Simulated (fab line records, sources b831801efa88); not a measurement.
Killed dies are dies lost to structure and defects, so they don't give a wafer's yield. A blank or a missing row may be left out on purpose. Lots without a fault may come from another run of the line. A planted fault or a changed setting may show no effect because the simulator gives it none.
Problem report in the 8D (eight disciplines) form, filled by code | flow gf180mcu | the parts of the form that need people (team, actions taken, sign-off) are left out

1. THE PROBLEM
SAB_CVD_00_THK at GF_SAB_THK_MEAS_01 reads a mean of 38.3 nm on 3 wafers of 3 lots; wafers without a fault read 49.8 nm with a standard deviation of 0.79. That is -15 standard deviations from the usual mean.
First seen on wafer L444.4, day 20 22:19, on film_metro-02. The record holds 40 wafers of 14 lots with a number at this step. Rule for "out", or "out of limits": more than 4 standard deviations from the usual mean. The other wafers with a number count as sound.

2. WHAT IT IS AND WHAT IT IS NOT
question                    | is                           | is not
which readings at this step | SAB_CVD_00_THK               | -
which lots                  | L444, L445, L447             | L425, L427, L428, L429, L430, L431, L432, L434, L435, L436, L437
which wafers of those lots  | L444.4, L445.1, L447.4       | L444.3, L445.6, L447.3, L447.6
read on which gauges        | film_metro-02, film_metro-04 | film_metro-03
when                        | from day 20 22:19            | up to then (34 sound wafers); but 3 sound wafers of L445, L447 came after

3. SUSPECTS, AND WHAT RULES EACH OUT
Counting: a tool at a process step up to the reading stays a suspect if it ran every lot that is out. Sound lots after the first of them don't rule it out here, since some wafers of a struck lot are sound.
- the gauge at GF_SAB_THK_MEAS_01: ruled out. The wafers that are out were read on 2 gauges (film_metro-02, film_metro-04).
- pecvd-01 at GF_SAB_CVD_00 (deposits SiO2 from TEOS, target thk 50 nm, time 4.9302 s): kept. It ran every lot that is out, first L444 (day 20 22:16); its last sound lot up to then is L436 (day 18 02:06).
- Within pecvd-01 at GF_SAB_CVD_00: the wafers that are out ran in chamber 0; their sound lot-mates ran in chambers 1, 2.
Left after counting: pecvd-01 at GF_SAB_CVD_00.

4. THE CAUSE (what the simulator had put in)
Process parameter drift: pecvd-01, from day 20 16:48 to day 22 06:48, at GF_SAB_CVD_00. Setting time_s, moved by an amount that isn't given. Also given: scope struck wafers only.
Counting left only this tool.

5. THE CHAIN OF EFFECTS, in route order
Each row: a reading whose mean over the struck wafers that have a number lies more than 3 standard deviations from the usual. Only readings for which the record gives a usual standard deviation are gone through. hours: the time from each lot's start at the first step in this table that gives one to its start at this step, as a median over the lots. sigmas: the change in usual standard deviations.
hours | step               | reading        | usual   | on struck wafers | change | sigmas
0     | GF_SAB_THK_MEAS_01 | SAB_CVD_00_THK | 49.8 nm | 38.3             | -11.5  | -15
Later measuring or inspecting steps at which every struck wafer that the step has a row for has a number for every such reading, and none has moved that far: GF_SAB_CD_MEAS_09.

6. WHAT WOULD HAVE CAUGHT IT SOONER
In this record the first reading out of limits at a measuring or inspecting step was taken at day 20 22:19, 6 hours after the fault began at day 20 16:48.
Of the tool readings at GF_SAB_CVD_00 for which the record gives a usual standard deviation, none was out on any struck wafer, so an alarm limit of 4 standard deviations on them would not have fired.
Of the lots that are out (3), L445, L447 began GF_SAB_CVD_00 on pecvd-01 after day 20 22:19. A hold on the tool at that time would have spared those 2.
